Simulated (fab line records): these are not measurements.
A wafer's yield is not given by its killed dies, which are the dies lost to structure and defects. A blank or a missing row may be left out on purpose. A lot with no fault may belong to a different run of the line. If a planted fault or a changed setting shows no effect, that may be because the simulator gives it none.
Which of the tools did it?    flow gf180mcu    14 lots, 42 wafers sampled, at 4 steps of a route of 602

== WHAT THE GAUGES SHOWED, per wafer ==
GF_V1_RS_MEAS_24: the measuring method here is four-point-probe.
lot   measured      on             V1_W_RS (ohm/sq)
L985  day 18 06:52  film-metro-02  0.3278 0.3279 0.3297
L986  day 18 17:59  film-metro-03  0.3279 0.3286 0.3273
L987  day 18 19:40  film-metro-03  0.3290 0.3276 0.3308
L988  day 19 05:19  film-metro-04  0.3276 0.3254 0.3246
L989  day 19 17:41  film-metro-03  0.3301 0.3307 0.3287
L999  day 23 17:11  film-metro-02  0.3264 0.3250 0.3231
L100  day 23 18:49  film-metro-03  0.3295 0.3241 0.3285
L101  day 24 02:44  film-metro-03  0.3267 0.3230 0.3267
L103  day 24 11:59  film-metro-03  0.3259 0.3266 0.3304
L104  day 24 21:23  film-metro-02  0.3283 0.3255 0.3286
L105  day 25 07:43  film-metro-02  0.3325 0.3259 0.3243
L106  day 25 13:37  film-metro-04  0.3294 0.3308 0.3285
L107  day 25 16:44  film-metro-02  0.3270 0.3285 0.3349
L108  day 26 01:40  film-metro-03  0.3274 0.3249 0.3243

GF_V1_THK_MEAS_25: measures by xrf.
lot   measured      on             V1_W_THK (nm)
L985  day 18 06:59  film-metro-02  360 361 361
L986  day 18 18:05  film-metro-03  367 366 368
L987  day 18 19:46  film-metro-03  367 368 363
L988  day 19 05:26  film-metro-04  367 369 371
L989  day 19 17:48  film-metro-03  368 366 368
L999  day 23 17:18  film-metro-02  368 369 369
L100  day 23 18:55  film-metro-03  366 373 367
L101  day 24 02:51  film-metro-03  365 370 371
L103  day 24 12:07  film-metro-03  369 367 364
L104  day 24 21:30  film-metro-02  358 357 355
L105  day 25 07:50  film-metro-02  356 362 367
L106  day 25 13:44  film-metro-04  364 360 365
L107  day 25 16:51  film-metro-02  360 357 352
L108  day 26 01:47  film-metro-03  369 371 372

GF_M3_THK_MEAS_06: measures by xrf.
lot   measured      on             M3_ALCU_THK (nm)
L985  day 20 10:40  film-metro-04  459 462 460
L986  day 20 21:29  film-metro-03  455 454 448
L989  day 21 20:47  film-metro-03  448 445 447
L999  day 25 17:53  film-metro-03  454 460 456
L100  day 25 22:16  film-metro-03  450 451 450
L101  day 26 02:23  film-metro-04  455 452 455
L103  day 26 11:44  film-metro-04  454 452 452
L104  day 26 20:26  film-metro-04  445 446 451
L105  day 27 05:02  film-metro-03  443 448 451
L106  day 27 11:25  film-metro-03  440 447 444
L107  day 27 14:01  film-metro-04  459 460 455
L108  day 27 22:21  film-metro-01  458 461 461

== EACH LOT AND THE TOOL THAT RAN IT (in order: tool; ch and the chambers of the sampled wafers; start) ==
lot   GF_V2_SPUTTER_22
L985  pvd-sputter-02, day 20 09:41
L986  pvd-sputter-04, day 20 20:29
L987  pvd-sputter-04, day 20 21:53
L988  pvd-sputter-02, day 21 07:29
L989  pvd-sputter-03, day 21 19:47
L999  pvd-sputter-04, day 25 16:55
L100  pvd-sputter-02, day 25 17:34
L101  pvd-sputter-02, day 26 01:25
L103  pvd-sputter-02, day 26 10:46
L104  pvd-sputter-02, day 26 19:28
L105  pvd-sputter-03, day 27 04:04
L106  pvd-sputter-02, day 27 10:27
L107  pvd-sputter-04, day 27 13:02
L108  pvd-sputter-02, day 27 21:22
- GF_V2_SPUTTER_22: material TiN, target thk 10 nm, time 40 s.

== WHAT THE TOOLS THEMSELVES READ (means of the sampled wafers that have a number; where no wafer has one, the mark that the record gives instead) ==
GF_V2_SPUTTER_22.
lot   tool            cathode-dc-power-W (W)  chamber-pressure-pa (Pa)  throttle-valve-pct (%)
L985  pvd-sputter-02  4000.1                  5.009                     30.6
L986  pvd-sputter-04  3999.4                  4.986                     31.1
L987  pvd-sputter-04  -                       -                         -
L988  pvd-sputter-02  -                       -                         -
L989  pvd-sputter-03  4000.4                  4.993                     30.5
L999  pvd-sputter-04  3999.6                  5.004                     31.1
L100  pvd-sputter-02  3999.5                  4.998                     31.0
L101  pvd-sputter-02  4000.3                  4.997                     30.8
L103  pvd-sputter-02  4000.1                  4.996                     30.4
L104  pvd-sputter-02  3999.8                  4.997                     30.2
L105  pvd-sputter-03  3998.6                  4.996                     30.2
L106  pvd-sputter-02  4000.3                  4.985                     30.8
L107  pvd-sputter-04  3999.8                  5.001                     30.9
L108  pvd-sputter-02  3999.9                  4.997                     30.6

== THE ANSWER, worked out from the rows above alone ==
Rule: usual is defined by the lots themselves. The widest of any qualifying gaps counts: lots, ordered by their means at a reading, are off when they make up no more than a third of the lots, leave a main group of 4 or more, and stand apart from it by 3 or more times the standard deviation of that group's means. The tables above print the reading to a certain number of digits; a main group whose means all agree to those digits is not used. Also off: a lot with no number at a reading for which 4 or more lots have one. Any other lot the step has rows for is counted as sound. Order of review: gauges by route order, followed by the tools' own readings, for which a lot's mean as printed above is used. The first step at which some lot is off is used, and at that step the reading that is off furthest; a lot without a number counts as furthest.
Off at GF_V2_SPUTTER_22 (cathode-dc-power-W): L987, L988. Without a number there: L987, L988. Mean 3999.8 W and standard deviation 0.48 in the main group.
A tool fits if, at that step or a process step before it, it ran every lot that is off, and no sound lot after the first of them. No candidate that was tried fits.

== WHAT THE SIMULATOR HAD INSERTED ==
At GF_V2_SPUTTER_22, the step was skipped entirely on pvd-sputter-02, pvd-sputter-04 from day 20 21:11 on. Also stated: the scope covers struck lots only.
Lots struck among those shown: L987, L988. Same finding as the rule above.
